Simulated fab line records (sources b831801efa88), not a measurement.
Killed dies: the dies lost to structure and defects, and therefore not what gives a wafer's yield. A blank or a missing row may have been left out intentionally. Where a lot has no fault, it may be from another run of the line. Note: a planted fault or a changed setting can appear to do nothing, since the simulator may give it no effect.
Struck lot and sound lot, side by side ; flow gf180mcu ; 17 steps out of a route of 602
Sound: wafers L987.1, L987.4, L987.5. Wafers L982.1, L982.4, L982.5 were the ones struck. The cause is given at the end.
At each step with rows: each side's tool, then ch and its chambers, then its first start. Under that, the readings that differ: sound wafers ; struck wafers ; difference of the means ; sigmas: that difference in standard deviations of wafers without a fault.
alike: readings whose means differ by less than 2 such deviations, and words and numbers that are the same on both sides. not compared: withheld readings, readings that some wafer has no value for, bounds like >300 that may hide the same value, and numbers for which the record gives no deviation and whose values overlap.
The two part at a step that has a row with sigmas, a row that says differs or no value, or rows on one side only. Numbers that don't overlap but have no deviation are shown without sigmas and don't part them. A reading missing from all wafers of one side parts the sides only when that side holds two or more wafers.

first, 4 steps without rows for these wafers: GF_VT_IMPLANT_SOFTBAKE_25 (time 60 s); GF_VT_IMPLANT_EXPOSE_26 (exposes mask LVPWELL HV AREA, target cd 860 nm); GF_VT_IMPLANT_PEB_27; GF_VT_IMPLANT_DEVELOP_28 (develop time 60 s).
GF_VT_IMPLANT_OVL_MEAS_29:
  sound on overlay-01 at day 12 20:16; struck on overlay-02 at day 11 11:49
reading;sound;struck;difference;sigmas
VT_IMPLANT_02_OVL (nm);-4.3 -4.9 -3.6;-1.4 0.4 1.0;+4.3;+3
then, 1 step without rows for these wafers: GF_VT_IMPLANT_IMPLANT_30.
GF_VT_IMPLANT_STRIP_31: strips in O2/N2.
  sound on plasma-asher-01 ch 1, day 12 20:27; struck on plasma-asher-04 ch 1, day 11 12:00
  alike: drypump-motor-current-A, heater-power-w, oes-product-au, strip-time-to-endpoint-s
  not compared: rf-hours-counter-h
GF_VT_IMPLANT_TW_MEAS_32:
  sound on film-metro-02 at day 12 20:33; struck on film-metro-04 at day 11 12:06
  alike: VT_IMPLANT_3_TW
then, 4 steps without rows for these wafers: GF_VT_IMPLANT_DEHYDRATE_33 (time 60 s); GF_VT_IMPLANT_HMDS_34 (prime time 60 s); GF_VT_IMPLANT_COAT_35 (resist thk 1000 nm); GF_VT_IMPLANT_SOFTBAKE_36 (time 60 s).
GF_VT_IMPLANT_EXPOSE_37: exposes mask Nwell HV AREA, target cd 860 nm.
  sound on iline-stepper-02 ch 0, day 13 07:07; struck on iline-stepper-01 ch 0, day 11 21:12
reading;sound;struck;difference;sigmas
model.VT_IMPLANT.overlay-x-nm (nm);0.6601 0.6601 0.6601;-133.2 -133.2 -133.2;-133.9;
  alike: mask
then, 2 steps without rows for these wafers: GF_VT_IMPLANT_PEB_38; GF_VT_IMPLANT_DEVELOP_39 (develop time 60 s).
GF_VT_IMPLANT_OVL_MEAS_40:
  sound on overlay-02 at day 13 16:55; struck on overlay-01 at day 12 07:13
reading;sound;struck;difference;sigmas
VT_IMPLANT_03_OVL (nm);-0.6 0.3 -0.9;-134.1 -133.1 -134.9;-133.6;-95
  not compared: hold
GF_PASSIVATION_PROBE_99:
  the record has rows for the sound wafers here (prober-02, day 34 16:54) and none for the struck ones

## WHERE THEY PART
First at GF_VT_IMPLANT_OVL_MEAS_29; last, within this record, at GF_PASSIVATION_PROBE_99.

WHY: what the simulator had put in
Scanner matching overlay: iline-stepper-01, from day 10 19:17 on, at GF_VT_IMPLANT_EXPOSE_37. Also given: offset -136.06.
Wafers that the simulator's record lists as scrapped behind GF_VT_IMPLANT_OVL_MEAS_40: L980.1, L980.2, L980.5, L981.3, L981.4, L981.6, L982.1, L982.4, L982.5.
